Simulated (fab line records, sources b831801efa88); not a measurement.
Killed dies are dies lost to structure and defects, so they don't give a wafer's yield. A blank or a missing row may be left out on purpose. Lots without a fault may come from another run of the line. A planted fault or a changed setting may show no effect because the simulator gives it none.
fab line records | flow sky130
record lots=5 wafers=15 last_day=50
route steps=708 shown LOCAL_INTERCONNECT@388 CONTACT@406
lots that met no fault: from a run of the same line without faults
start_h: hours from the record's first day to the start of the lot's first wafer shown | wait_h: hours since the lot's step before | " the same as in the row above | L1.1+2: a row that stands for several wafers | - no value, or no start given | * or withheld: withheld | < > ~ a bound
route shown NAME@n: a module of which the file shows steps, and the number in the route of the first | usual: mean/standard deviation of fault-free wafers | same: alike in all rows | chamber/n: place in a boat | sites: the reading at each site | _std_site: their standard deviation | _edge_site: outer sites' mean less inner sites' | radius_mm: how far each site lies from the wafer's centre | mask NAME#n: copy n | behind: the tool/chamber that last shaped the wafer | hold: why the lot was held/for how many hours/how that ended | device: the transistor (n, p or np) that didn't switch | end of line: the same wafers' tests at the end of the route | a step without rows: its recipe alone | killed: dies lost to structure and defects at the first sort, not the wafer's yield | map: a wafer's dies, x killed, . not, _ none there
set.NAME: the setting as run; set.NAME@STEP: as run at that earlier step | model.NAME: the simulator's own value behind a step, which no gauge read
lots at some steps of the route; a table a step, a row a wafer
services: from which hour (start_h, from the record's first day; less than 0 if before it) a tool's chamber was out of use, for how many hours, and why
## steps
# step SKY_LOCAL_INTERCONNECT_RS_MEAS_01
# recipe thk_meas_gauge=four-point-probe reads=TiN_of_LOCAL_INTERCONNECT_SPUTTER_00
# usual LOCAL_INTERCONNECT_TIN_RS=14.11/0.17
# columns lot.wafer tool chamber start_h wait_h LOCAL_INTERCONNECT_TIN_RS[ohm/sq]
L077.3 film_metro-03 - 700.74 0.1 14.33
L077.4 " - " " 14.22
L077.6 " - " " 14.22
L087.2 film_metro-03 - 787.33 0.1 13.90
L087.5 " - " " 13.79
L087.6 " - " " 13.93
L086.1 film_metro-02 - 794.76 0.0 13.83
L086.3 " - " " 14.10
L086.6 " - " " 14.04
L090.1 film_metro-04 - 809.91 0.0 13.98
L090.5 " - " " 13.86
L090.6 " - " " 14.09
L097.3 film_metro-02 - 855.40 0.1 14.08
L097.4 " - " " 14.18
L097.6 " - " " 14.12
# step SKY_LOCAL_INTERCONNECT_THK_MEAS_02
# recipe thk_meas_gauge=xrf reads=TiN_of_LOCAL_INTERCONNECT_SPUTTER_00
# usual LOCAL_INTERCONNECT_TIN_THK=99.7/1.3
# columns lot.wafer tool chamber start_h wait_h LOCAL_INTERCONNECT_TIN_THK[nm]
L077.3 film_metro-03 - 700.84 0.1 98.7
L077.4 " - " " 99.6
L077.6 " - " " 99.6
L087.2 film_metro-03 - 787.44 0.1 102.0
L087.5 " - " " 103.1
L087.6 " - " " 102.1
L086.1 film_metro-02 - 794.88 0.1 101.7
L086.3 " - " " 99.6
L086.6 " - " " 99.5
L090.1 film_metro-04 - 810.03 0.1 99.7
L090.5 " - " " 100.4
L090.6 " - " " 99.4
L097.3 film_metro-02 - 855.50 0.1 99.7
L097.4 " - " " 99.1
L097.6 " - " " 99.8
# step SKY_LOCAL_INTERCONNECT_DEHYDRATE_03
# recipe temp_c=200 time_s=60
# columns lot.wafer tool chamber start_h wait_h
L077.3+4+6 litho_track-03 0 713.95 13.1
L087.2+5+6 litho_track-04 0 800.70 13.3
L086.1+3+6 litho_track-04 0 807.37 12.5
L090.1+5+6 litho_track-04 0 822.67 12.6
L097.3+4+6 litho_track-04 0 868.97 13.5
# step SKY_LOCAL_INTERCONNECT_HMDS_04
# recipe prime_time_s=60 prime_temp_c=120
# columns lot.wafer tool chamber start_h wait_h
L077.3+4+6 litho_track-03 0 714.10 0.1
L087.2+5+6 litho_track-04 0 800.85 0.1
L086.1+3+6 litho_track-04 0 807.52 0.1
L090.1+5+6 litho_track-04 0 822.82 0.1
L097.3+4+6 litho_track-04 0 869.12 0.1
# step SKY_LOCAL_INTERCONNECT_COAT_05
# recipe resist=BARC temp_c=withheld time_s=withheld spin_rpm=3000 resist_thk_nm=60
# columns lot.wafer tool chamber start_h wait_h
L077.3+4+6 litho_track-03 0 714.25 0.1
L087.2+5+6 litho_track-04 0 801.00 0.1
L086.1+3+6 litho_track-04 0 807.67 0.1
L090.1+5+6 litho_track-04 0 822.97 0.1
L097.3+4+6 litho_track-04 0 869.27 0.1
# step SKY_LOCAL_INTERCONNECT_COAT_06
# recipe resist=KrF-thick spin_rpm=3000 resist_thk_nm=450
# columns lot.wafer tool chamber start_h wait_h
L077.3+4+6 litho_track-03 0 - -
L087.2+5+6 litho_track-04 0 - -
L086.1+3+6 litho_track-04 0 - -
L090.1+5+6 litho_track-04 0 - -
L097.3+4+6 litho_track-04 0 - -
# step SKY_LOCAL_INTERCONNECT_SOFTBAKE_07
# recipe temp_c=100 time_s=90 resist=KrF-thick
# columns lot.wafer tool chamber start_h wait_h
L077.3+4+6 litho_track-03 0 - -
L087.2+5+6 litho_track-04 0 - -
L086.1+3+6 litho_track-04 0 - -
L090.1+5+6 litho_track-04 0 - -
L097.3+4+6 litho_track-04 0 - -
# step SKY_LOCAL_INTERCONNECT_EXPOSE_08
# recipe mask_id=LI1M na=0.8 source_shape=annular sigma_inner=0.55 sigma_outer=0.85 target_cd_nm=170 dose_mj=28
# columns lot.wafer tool chamber start_h wait_h mask
L077.3+4+6 krf_scanner-02 0 - - LI1M#0
L087.2+5+6 krf_scanner-02 0 - - LI1M#0
L086.1+3+6 krf_scanner-02 0 - - LI1M#0
L090.1+5+6 krf_scanner-02 0 - - LI1M#0
L097.3+4+6 krf_scanner-02 0 - - LI1M#0
# step SKY_LOCAL_INTERCONNECT_PEB_09
# recipe peb_temp_c=withheld peb_time_s=withheld resist=KrF-thick
# columns lot.wafer tool chamber start_h wait_h
L077.3+4+6 litho_track-04 0 - -
L087.2+5+6 litho_track-03 0 - -
L086.1+3+6 litho_track-03 0 - -
L090.1+5+6 litho_track-01 0 - -
L097.3+4+6 litho_track-03 0 - -
# step SKY_LOCAL_INTERCONNECT_DEVELOP_10
# recipe develop_time_s=60 resist=KrF-thick dev_temp_c=21
# columns lot.wafer tool chamber start_h wait_h
L077.3+4+6 litho_track-04 0 - -
L087.2+5+6 litho_track-03 0 - -
L086.1+3+6 litho_track-03 0 - -
L090.1+5+6 litho_track-01 0 - -
L097.3+4+6 litho_track-03 0 - -
# step SKY_LOCAL_INTERCONNECT_CD_MEAS_11
# recipe target_cd_nm=170
# usual cd_nm=169.6/1.5
# columns lot.wafer tool chamber start_h wait_h cd_nm
L077.3 cd_sem-01 - 728.66 - 169.9
L077.4 " - " " 169.5
L077.6 " - " " 170.6
L087.2 cd_sem-02 - 814.57 - 166.3
L087.5 " - " " 166.6
L087.6 " - " " 166.6
L086.1 cd_sem-02 - 821.60 - 170.8
L086.3 " - " " 171.1
L086.6 " - " " 171.5
L090.1 cd_sem-01 - 846.91 - 170.1
L090.5 " - " " 169.6
L090.6 " - " " 170.1
L097.3 cd_sem-02 - 881.19 - 170.7
L097.4 " - " " 169.2
L097.6 " - " " 171.7
# step SKY_LOCAL_INTERCONNECT_OVL_MEAS_12
# usual LOCAL_INTERCONNECT_OVL=-3/5.7
# columns lot.wafer tool chamber start_h wait_h LOCAL_INTERCONNECT_OVL[nm]
L077.3 overlay-02 - 728.75 0.1 -9
L077.4 " - " " -6
L077.6 " - " " -6
L087.2 overlay-01 - 814.68 0.1 -2
L087.5 " - " " -4
L087.6 " - " " -12
L086.1 overlay-02 - 821.72 0.1 -3
L086.3 " - " " -5
L086.6 " - " " -4
L090.1 overlay-01 - 847.03 0.1 1
L090.5 " - " " -4
L090.6 " - " " -5
L097.3 overlay-02 - 881.28 0.1 -2
L097.4 " - " " -11
L097.6 " - " " -5
# step SKY_LOCAL_INTERCONNECT_ETCH_13
# recipe chemistry=N2/H2 target=BARC ion_energy_ev=200 bias_w=100 pressure_mtorr=30 n2_flow_sccm=100 h2_flow_sccm=200 icp_w=500 stop_on=SiO2 time_s=45.9 target_depth_a=600
# usual chamber_pressure_mTorr=30.001/0.028 drypump_motor_current_A=5.9/0.44 oes_product_au=0.856/0.0048 throttle_valve_pct=13.225/0.01
# columns lot.wafer tool chamber start_h wait_h chamber_pressure_mTorr drypump_motor_current_A oes_product_au rf_hours_counter_h throttle_valve_pct
L077.3 rie_metal-02 0 728.80 0.0 29.980 6.2 0.854 - 13.230
L077.4 " 1 " " 29.948 5.9 0.854 - 13.216
L077.6 " 0 " " 30.011 6.2 0.855 - 13.218
L087.2 rie_metal-04 0 814.71 0.0 30.041 4.9 0.852 7 13.222
L087.5 " 1 " " 30.022 6.5 0.852 - 13.227
L087.6 " 0 " " 30.011 5.0 0.858 - 13.223
L086.1 rie_metal-01 1 821.76 0.0 29.996 6.0 0.861 11 13.235
L086.3 " 1 " " 30.042 6.0 0.849 - 13.228
L086.6 " 1 " " 30.014 6.0 0.858 - 13.232
L090.1 rie_metal-02 0 847.07 0.0 29.983 6.2 0.856 17 13.240
L090.5 " 0 " " 29.971 6.2 0.859 - 13.242
L090.6 " 1 " " 30.010 5.9 0.858 - 13.216
L097.3 rie_metal-04 1 881.33 0.0 30.002 6.5 0.853 - 13.202
L097.4 " 0 " " 30.006 5.0 0.856 - 13.229
L097.6 " 0 " " 29.951 5.0 0.846 - 13.236
# step SKY_LOCAL_INTERCONNECT_METAL_ETCH_14
# recipe target_depth_nm=110 stop_on=PSG chemistry=Cl2/BCl3 target=TiN resist_sidewall_deg=88 pressure_mtorr=10 icp_w=900 bias_w=48.5 Cl2_flow_sccm=60 bcl3_flow_sccm=30 time_s=31.4
# usual chamber_pressure_mTorr=10.000/0.0084 drypump_motor_current_A=5.9/0.44 oes_product_au=0.942/0.008 throttle_valve_pct=21.900/0.0099
# columns lot.wafer tool chamber start_h wait_h chamber_pressure_mTorr drypump_motor_current_A oes_product_au rf_hours_counter_h throttle_valve_pct
L077.3 rie_metal-02 0 728.86 0.0 9.996 6.2 0.930 - 21.904
L077.4 " 1 " " 10.008 5.9 0.937 - 21.908
L077.6 " 0 " " 10.007 6.2 0.936 - 21.905
L087.2 rie_metal-04 0 814.77 0.0 9.993 5.0 0.952 7 21.894
L087.5 " 1 " " 10.017 6.5 0.959 - 21.890
L087.6 " 0 " " 9.987 5.0 0.957 - 21.899
L086.1 rie_metal-01 1 821.82 0.0 10.008 6.0 0.959 11 21.900
L086.3 " 1 " " 9.991 6.0 0.944 - 21.920
L086.6 " 1 " " 10.012 6.0 0.954 - 21.904
L090.1 rie_metal-02 0 847.13 0.0 9.996 6.2 0.940 17 21.900
L090.5 " 0 " " 9.993 6.2 0.953 - 21.906
L090.6 " 1 " " 10.001 5.9 0.941 - 21.896
L097.3 rie_metal-04 1 881.39 0.0 9.993 6.5 0.950 - 21.904
L097.4 " 0 " " 9.992 5.0 0.946 - 21.907
L097.6 " 0 " " 10.013 5.0 0.944 - 21.903
# step SKY_LOCAL_INTERCONNECT_STRIP_15
# recipe chemistry=O2/N2 power_w=1400 pressure_mtorr=1500 platen_temp_c=withheld o2_flow_sccm=3000 n2_flow_sccm=300 overash_fraction=0.5
# usual chamber_pressure_mTorr=1499.9/1.4 drypump_motor_current_A=5.7/0.47 oes_product_au=0.427/0.0044 strip_time_to_endpoint_s=4.728/0.02
# same overash_fraction=0.5
# columns lot.wafer tool chamber start_h wait_h chamber_pressure_mTorr drypump_motor_current_A oes_product_au rf_hours_counter_h strip_time_to_endpoint_s
L077.3 plasma_asher-04 0 728.93 0.1 1501.0 6.0 0.429 - 4.703
L077.4 " 1 " " 1500.2 5.6 0.422 - 4.699
L077.6 " 1 " " 1500.7 5.5 0.431 - 4.696
L087.2 plasma_asher-03 1 814.82 0.0 1498.5 6.3 0.428 102 4.720
L087.5 " 0 " " 1499.3 6.1 0.434 - 4.743
L087.6 " 1 " " 1497.5 6.3 0.418 - 4.730
L086.1 plasma_asher-01 0 821.87 0.0 1499.0 4.9 0.432 70 4.725
L086.3 " 0 " " 1500.7 4.9 0.436 - 4.733
L086.6 " 1 " " 1501.7 5.4 0.431 - 4.752
L090.1 plasma_asher-01 1 847.18 0.0 1500.1 5.4 0.430 73 4.716
L090.5 " 1 " " 1500.5 5.4 0.421 - 4.702
L090.6 " 0 " " 1500.0 4.9 0.426 - 4.742
L097.3 plasma_asher-01 1 881.46 0.1 1501.8 5.4 0.428 - 4.718
L097.4 " 0 " " 1500.4 4.9 0.433 - 4.728
L097.6 " 0 " " 1502.1 4.9 0.425 - 4.721
# step SKY_LOCAL_INTERCONNECT_STRIP_16
# recipe chemistry=post_etch_residue_remover time_s=1200 temp_c=72.5
# usual temp_c=72.50/0.11
# columns lot.wafer tool chamber start_h wait_h temp_c
L077.3 wet_bench-03 3 728.99 0.0 72.45
L077.4 " 3 " " 72.57
L077.6 " 3 " " 72.56
L087.2 wet_bench-01 0 814.92 0.1 72.61
L087.5 " 0 " " 72.46
L087.6 " 0 " " 72.46
L086.1 wet_bench-02 2 821.97 0.1 72.48
L086.3 " 2 " " 72.42
L086.6 " 2 " " 72.41
L090.1 wet_bench-01 1 847.28 0.1 72.45
L090.5 " 1 " " 72.59
L090.6 " 1 " " 72.48
L097.3 wet_bench-03 2 881.52 0.0 72.30
L097.4 " 2 " " 72.59
L097.6 " 2 " " 72.54
# step SKY_LOCAL_INTERCONNECT_CLEAN_17
# recipe chemistry=IPA time_s=180 temp_c=25
# usual temp_c=25.00/0.094
# columns lot.wafer tool chamber start_h wait_h temp_c
L077.3 wet_bench-01 2 729.36 0.0 24.89
L077.4 " 2 " " 24.91
L077.6 " 2 " " 24.88
L087.2 wet_bench-03 3 815.26 0.0 24.86
L087.5 " 3 " " 25.06
L087.6 " 3 " " 24.86
L086.1 wet_bench-01 0 822.34 0.0 24.96
L086.3 " 0 " " 24.94
L086.6 " 0 " " 25.03
L090.1 wet_bench-01 1 847.62 0.0 25.13
L090.5 " 1 " " 24.93
L090.6 " 1 " " 25.09
L097.3 wet_bench-01 3 881.89 0.0 25.18
L097.4 " 3 " " 25.17
L097.6 " 3 " " 25.04
# step SKY_LOCAL_INTERCONNECT_CLEAN_18
# recipe chemistry=O3/DIW dry=n2_spin
# columns lot.wafer tool chamber start_h wait_h
L077.3+4+6 wet_bench-03 3 729.42 0.0
L087.2+5+6 wet_bench-02 2 815.32 0.0
L086.1+3+6 wet_bench-03 0 822.41 0.0
L090.1+5+6 wet_bench-01 2 847.68 0.0
L097.3+4+6 wet_bench-03 3 881.96 0.0
# step SKY_CONTACT_CVD_00
# recipe material=Si3N4 target_thk_nm=75 temp_c=400 time_s=withheld rf_w=450
# usual heater_power_w=739/85 susceptor_temp_C=399.98/0.21
# columns lot.wafer tool chamber start_h wait_h heater_power_w susceptor_temp_C
L077.3 pecvd-02 1 729.52 0.0 785 399.95
L077.4 " 2 " " 753 400.24
L077.6 " 0 " " 787 399.88
L087.2 pecvd-04 0 815.41 0.0 893 399.67
L087.5 " 0 " " 865 400.08
L087.6 " 1 " " 660 399.58
L086.1 pecvd-03 1 822.50 0.0 694 400.17
L086.3 " 0 " " 597 400.00
L086.6 " 2 " " 597 400.16
L090.1 pecvd-03 0 847.77 0.0 558 400.02
L090.5 " 1 " " 713 399.80
L090.6 " 0 " " 574 400.17
L097.3 pecvd-04 0 882.07 0.0 789 399.93
L097.4 " 2 " " 747 400.26
L097.6 " 0 " " 786 399.87
# step SKY_CONTACT_THK_MEAS_01
# recipe reads=Si3N4_of_CONTACT_CVD_00
# usual CONTACT_CVD_00_THK=74.5/1.1
# columns lot.wafer tool chamber start_h wait_h CONTACT_CVD_00_THK[nm]
L077.3 film_metro-04 - 729.58 - 74.6
L077.4 " - " " 75.0
L077.6 " - " " 74.7
L087.2 film_metro-01 - 815.46 - 74.3
L087.5 " - " " 75.8
L087.6 " - " " 75.2
L086.1 film_metro-01 - 822.53 - 73.4
L086.3 " - " " 71.9
L086.6 " - " " 75.0
L090.1 film_metro-02 - 847.80 - 73.5
L090.5 " - " " 74.6
L090.6 " - " " 73.6
L097.3 film_metro-01 - 882.13 - 76.6
L097.4 " - " " 75.5
L097.6 " - " " 77.3
# step SKY_CONTACT_HDPCVD_02
# recipe material=SiO2 target_thk_nm=565 sigma_open_frac=0.3 time_s=94.2 temp_c=600 sih4_flow_sccm=61.26 pressure_mtorr=6
# usual sih4_flow_sccm=61.29/0.2 susceptor_temp_C=600.01/0.3
# columns lot.wafer tool chamber start_h wait_h sih4_flow_sccm susceptor_temp_C
L077.3 hdpcvd-01 1 729.62 0.0 61.10 599.75
L077.4 " 2 " " 61.01 600.53
L077.6 " 0 " " 61.32 600.36
L087.2 hdpcvd-02 1 815.51 0.0 61.51 600.24
L087.5 " 1 " " 61.45 600.24
L087.6 " 2 " " 61.38 600.17
L086.1 hdpcvd-02 0 822.59 0.1 61.35 599.97
L086.3 " 2 " " 61.18 600.17
L086.6 " 1 " " 61.63 600.18
L090.1 hdpcvd-01 2 847.86 0.1 61.42 599.80
L090.5 " 2 " " 61.18 599.64
L090.6 " 0 " " 61.30 599.74
L097.3 hdpcvd-01 1 882.17 0.0 60.93 600.12
L097.4 " 1 " " 61.18 600.20
L097.6 " 0 " " 60.98 599.83
# step SKY_CONTACT_THK_MEAS_03
# recipe reads=SiO2_of_CONTACT_HDPCVD_02
# usual CONTACT_HDPCVD_THK=576/5.5
# columns lot.wafer tool chamber start_h wait_h CONTACT_HDPCVD_THK[nm]
L077.3 film_metro-02 - 729.74 0.1 574
L077.4 " - " " 578
L077.6 " - " " 577
L087.2 film_metro-02 - 815.59 0.0 572
L087.5 " - " " 580
L087.6 " - " " 573
L086.1 film_metro-02 - 822.66 0.0 575
L086.3 " - " " 566
L086.6 " - " " 574
L090.1 film_metro-01 - 847.93 0.0 587
L090.5 " - " " 586
L090.6 " - " " 580
L097.3 film_metro-01 - 882.26 0.1 574
L097.4 " - " " 568
L097.6 " - " " 577
# step SKY_CONTACT_CMP_04
# recipe material=SiO2 down_force_psi=4 platen_rpm=60 pad_velocity_m_s=0.94248
# usual motor_current_A=12.2/1 slurry_filter_dp_kPa=13.51/0.13 time_to_endpoint_s=88/4
# columns lot.wafer tool chamber start_h wait_h motor_current_A slurry_filter_dp_kPa time_to_endpoint_s
L077.4 cmp-02 0 729.78 0.0 12.9 13.27 82
L077.3 " 3 " " 12.9 13.53 88
L077.6 " 0 " " 14.0 13.75 85
L087.2 cmp-01 2 815.69 0.1 12.1 13.67 84
L087.5 " 1 " " 10.7 13.61 87
L087.6 " 2 " " 11.6 13.53 85
L086.1 cmp-02 3 822.89 0.2 13.2 13.52 89
L086.3 " 1 " " 12.3 13.65 83
L086.6 " 3 " " 13.1 13.54 91
L090.1 cmp-02 0 848.09 0.1 13.1 13.73 94
L090.6 " 2 " " 11.6 13.24 92
L090.5 " 3 " " 13.7 13.39 98
L097.4 cmp-02 2 882.30 0.0 12.2 13.32 92
L097.3 " 1 " " 13.1 13.42 90
L097.6 " 3 " " 13.2 13.48 95
# step SKY_CONTACT_BOW_MEAS_05
# recipe mode=bow
# usual CONTACT_BOW=81/6.6
# columns lot.wafer tool chamber start_h wait_h CONTACT_BOW[um]
L077.3 film_metro-02 - 730.12 0.1 82
L077.4 " - " " 79
L077.6 " - " " 80
L087.2 film_metro-02 - 815.96 0.2 76
L087.5 " - " " 69
L087.6 " - " " 89
L086.1 film_metro-04 - 823.14 0.2 79
L086.3 " - " " 87
L086.6 " - " " 74
L090.1 film_metro-02 - 848.31 0.2 75
L090.5 " - " " 92
L090.6 " - " " 85
L097.3 film_metro-02 - 882.64 0.1 72
L097.4 " - " " 80
L097.6 " - " " 91
# step SKY_CONTACT_DEHYDRATE_06
# recipe temp_c=200 time_s=60
# columns lot.wafer tool chamber start_h wait_h
L077.3+4+6 litho_track-01 0 743.61 13.5
L087.2+5+6 litho_track-02 0 829.19 13.2
L086.1+3+6 litho_track-02 0 835.27 12.1
L090.1+5+6 litho_track-02 0 857.97 9.6
L097.3+4+6 litho_track-02 0 895.87 13.2
# step SKY_CONTACT_HMDS_07
# recipe prime_time_s=60 prime_temp_c=120
# columns lot.wafer tool chamber start_h wait_h
L077.3+4+6 litho_track-01 0 743.76 0.1
L087.2+5+6 litho_track-02 0 829.34 0.1
L086.1+3+6 litho_track-02 0 835.42 0.1
L090.1+5+6 litho_track-02 0 858.12 0.1
L097.3+4+6 litho_track-02 0 896.02 0.1
# step SKY_CONTACT_COAT_08
# recipe resist=BARC temp_c=withheld time_s=withheld spin_rpm=3000 resist_thk_nm=60
# columns lot.wafer tool chamber start_h wait_h
L077.3+4+6 litho_track-01 0 743.91 0.1
L087.2+5+6 litho_track-02 0 829.49 0.1
L086.1+3+6 litho_track-02 0 835.57 0.1
L090.1+5+6 litho_track-02 0 858.27 0.1
L097.3+4+6 litho_track-02 0 896.17 0.1
# step SKY_CONTACT_COAT_09
# recipe resist=KrF-thick spin_rpm=3000 resist_thk_nm=450
# columns lot.wafer tool chamber start_h wait_h
L077.3+4+6 litho_track-01 0 - -
L087.2+5+6 litho_track-02 0 - -
L086.1+3+6 litho_track-02 0 - -
L090.1+5+6 litho_track-02 0 - -
L097.3+4+6 litho_track-02 0 - -
# step SKY_CONTACT_SOFTBAKE_10
# recipe temp_c=100 time_s=90 resist=KrF-thick
# columns lot.wafer tool chamber start_h wait_h
L077.3+4+6 litho_track-01 0 - -
L087.2+5+6 litho_track-02 0 - -
L086.1+3+6 litho_track-02 0 - -
L090.1+5+6 litho_track-02 0 - -
L097.3+4+6 litho_track-02 0 - -
# step SKY_CONTACT_EXPOSE_11
# recipe mask_id=CTM1 na=0.8 source_shape=annular sigma_inner=0.55 sigma_outer=0.85 target_cd_nm=170 dose_mj=38
# columns lot.wafer tool chamber start_h wait_h mask
L077.3+4+6 krf_scanner-02 0 - - CTM1#0
L087.2+5+6 krf_scanner-02 0 - - CTM1#0
L086.1+3+6 krf_scanner-02 0 - - CTM1#0
L090.1+5+6 krf_scanner-01 0 - - CTM1#0
L097.3+4+6 krf_scanner-02 0 - - CTM1#0
# step SKY_CONTACT_PEB_12
# recipe peb_temp_c=withheld peb_time_s=withheld resist=KrF-thick
# columns lot.wafer tool chamber start_h wait_h
L077.3+4+6 litho_track-01 0 - -
L087.2+5+6 litho_track-02 0 - -
L086.1+3+6 litho_track-01 0 - -
L090.1+5+6 litho_track-03 0 - -
L097.3+4+6 litho_track-02 0 - -
# step SKY_CONTACT_DEVELOP_13
# recipe develop_time_s=60 resist=KrF-thick dev_temp_c=21
# columns lot.wafer tool chamber start_h wait_h
L077.3+4+6 litho_track-01 0 - -
L087.2+5+6 litho_track-02 0 - -
L086.1+3+6 litho_track-01 0 - -
L090.1+5+6 litho_track-03 0 - -
L097.3+4+6 litho_track-02 0 - -
# step SKY_CONTACT_CD_MEAS_14
# recipe target_cd_nm=170
# usual cd_nm=169.9/1.6
# columns lot.wafer tool chamber start_h wait_h cd_nm
L077.3 cd_sem-01 - 757.00 - 172.5
L077.4 " - " " 172.0
L077.6 " - " " 172.3
L087.2 cd_sem-02 - 848.34 - 170.8
L087.5 " - " " 171.9
L087.6 " - " " 170.1
L086.1 cd_sem-02 - 850.41 - 170.8
L086.3 " - " " 170.6
L086.6 " - " " 169.2
L090.1 cd_sem-02 - 873.60 - 166.6
L090.5 " - " " 168.3
L090.6 " - " " 165.8
L097.3 cd_sem-02 - 907.66 - 169.7
L097.4 " - " " 170.7
L097.6 " - " " 170.4
# step SKY_CONTACT_OVL_MEAS_15
# usual CONTACT_OVL=3/5.4
# columns lot.wafer tool chamber start_h wait_h CONTACT_OVL[nm]
L077.3 overlay-02 - 757.09 0.1 8
L077.4 " - " " -7
L077.6 " - " " -4
L087.2 overlay-01 - 848.44 0.1 2
L087.5 " - " " -7
L087.6 " - " " 3
L086.1 overlay-02 - 850.53 0.1 -3
L086.3 " - " " -1
L086.6 " - " " 1
L090.1 overlay-02 - 873.72 0.1 5
L090.5 " - " " 1
L090.6 " - " " 3
L097.3 overlay-01 - 907.75 0.1 0
L097.4 " - " " 2
L097.6 " - " " 1
# step SKY_CONTACT_ETCH_16
# recipe chemistry=N2/H2 target=BARC ion_energy_ev=200 source_w=500 bias_w=100 pressure_mtorr=30 n2_flow_sccm=100 h2_flow_sccm=200 stop_on=SiO2 time_s=45.9 target_depth_a=600
# usual chamber_pressure_mTorr=30.002/0.026 drypump_motor_current_A=6.03/0.22 oes_product_au=0.854/0.0047 throttle_valve_pct=13.225/0.0091
# columns lot.wafer tool chamber start_h wait_h chamber_pressure_mTorr drypump_motor_current_A oes_product_au rf_hours_counter_h throttle_valve_pct
L077.3 rie_diel-01 0 757.11 0.0 29.994 6.14 0.861 5 13.237
L077.4 " 2 " " 29.964 5.66 0.854 16 13.226
L077.6 " 1 " " 30.046 6.33 0.855 - 13.235
L087.2 rie_diel-04 3 848.47 0.0 29.946 6.20 0.856 13 13.221
L087.5 " 1 " " 29.982 6.09 0.853 - 13.216
L087.6 " 3 " " 30.012 6.22 0.855 - 13.233
L086.1 rie_diel-02 0 850.57 0.0 29.964 6.02 0.852 12 13.203
L086.3 " 2 " " 30.012 6.02 0.852 24 13.229
L086.6 " 3 " " 29.981 5.97 0.850 - 13.232
L090.1 rie_diel-02 0 873.76 0.0 29.977 6.04 0.855 13 13.224
L090.5 " 3 " " 30.042 5.99 0.847 - 13.227
L090.6 " 0 " " 29.995 6.04 0.857 - 13.233
L097.3 rie_diel-02 1 907.77 0.0 30.002 5.91 0.861 2 13.218
L097.4 " 2 " " 29.986 6.01 0.857 1 13.226
L097.6 " 2 " " 29.974 6.09 0.853 - 13.216
# step SKY_CONTACT_ETCH_17
# recipe target=SiO2 chemistry=C4F8/O2/Ar stop_on=Si3N4 mask_material=KrF-thick source_w=1500 bias_w=1200 pressure_mtorr=40 c4f8_flow_sccm=withheld O2_flow_sccm=6 Ar_flow_sccm=300 time_s=withheld target_depth_a=3400
# usual chamber_pressure_mTorr=40.00/0.039 oes_product_au=0.892/0.0049
# columns lot.wafer tool chamber start_h wait_h chamber_pressure_mTorr oes_product_au
L077.3 rie_diel-01 0 757.16 0.0 39.96 0.889
L077.4 " 2 " " 40.04 0.882
L077.6 " 1 " " 39.99 0.889
L087.2 rie_diel-04 3 848.51 0.0 40.00 0.892
L087.5 " 1 " " 40.01 0.882
L087.6 " 3 " " 39.97 0.892
L086.1 rie_diel-02 0 850.61 0.0 40.01 0.897
L086.3 " 2 " " 40.00 0.889
L086.6 " 3 " " 39.96 0.886
L090.1 rie_diel-02 0 873.80 0.0 39.95 0.894
L090.5 " 3 " " 40.02 0.891
L090.6 " 0 " " 39.98 0.899
L097.3 rie_diel-02 1 907.82 0.0 40.02 0.888
L097.4 " 2 " " 40.06 0.901
L097.6 " 2 " " 39.97 0.892
# step SKY_CONTACT_ETCH_18
# recipe target=Si3N4 chemistry=CHF3/O2 stop_on=TiN source_w=600 bias_w=200 pressure_mtorr=40 chf3_flow_sccm=50 O2_flow_sccm=5 time_s=39 target_depth_a=750
# usual O2_flow_sccm=4.998/0.015 chamber_pressure_mTorr=40.00/0.039 drypump_motor_current_A=6.02/0.21 oes_product_au=0.852/0.0083 throttle_valve_pct=8.793/0.0092
# columns lot.wafer tool chamber start_h wait_h O2_flow_sccm chamber_pressure_mTorr drypump_motor_current_A oes_product_au rf_hours_counter_h throttle_valve_pct
L077.3 rie_diel-01 0 - - 5.016 40.03 6.10 0.845 5 8.790
L077.4 " 2 " " 4.996 39.94 5.68 0.852 16 8.787
L077.6 " 1 " " 4.989 39.96 6.37 0.850 - 8.785
L087.2 rie_diel-04 3 - - 4.998 39.95 6.22 0.847 14 8.800
L087.5 " 1 " " 4.997 40.03 6.07 0.858 - 8.787
L087.6 " 3 " " 4.983 39.99 6.20 0.859 - 8.790
L086.1 rie_diel-02 0 - - 4.992 40.06 6.03 0.841 12 8.804
L086.3 " 2 " " 5.030 40.01 6.02 0.831 24 8.789
L086.6 " 3 " " 5.012 40.02 5.98 0.854 - 8.804
L090.1 rie_diel-02 0 - - 5.032 40.02 6.03 0.841 13 8.783
L090.5 " 3 " " 5.015 39.97 5.96 0.850 - 8.778
L090.6 " 0 " " 5.012 40.06 6.02 0.846 - 8.784
L097.3 rie_diel-02 1 - - 4.995 39.93 5.89 0.868 2 8.811
L097.4 " 2 " " 4.983 39.98 6.04 0.860 1 8.791
L097.6 " 2 " " 5.001 40.02 6.01 0.871 - 8.790
## services
# columns tool chamber start_h hours kind
cmp-02 - 694.41 2.6 repair
hdpcvd-01 0 720.72 5.5 repair
rie_diel-02 0 722.70 2.9 repair
krf_scanner-02 - 726.32 9.0 repair
rie_diel-02 1 731.50 7.5 repair
cmp-02 - 732.75 6.9 pm
hdpcvd-01 1 752.24 5.3 repair
rie_diel-01 1 760.43 2.5 repair
cmp-02 - 763.45 4.6 pm
rie_metal-02 1 771.68 11.1 repair
hdpcvd-01 - 789.71 2.8 pm
cmp-02 - 798.26 6.1 repair
cmp-02 - 801.93 0.5 repair
rie_diel-02 1 812.84 2.3 repair
krf_scanner-02 - 823.02 11.5 repair
rie_metal-02 1 827.87 8.8 repair
krf_scanner-02 - 834.51 0.8 pm
krf_scanner-02 - 842.74 1.3 pm
cmp-02 - 857.17 2.1 repair
krf_scanner-02 - 858.20 4.4 pm
krf_scanner-02 - 862.57 1.0 pm
wet_bench-03 - 864.35 5.1 repair
rie_diel-02 3 879.52 4.5 repair
krf_scanner-02 - 885.59 4.0 pm
## key
fault none
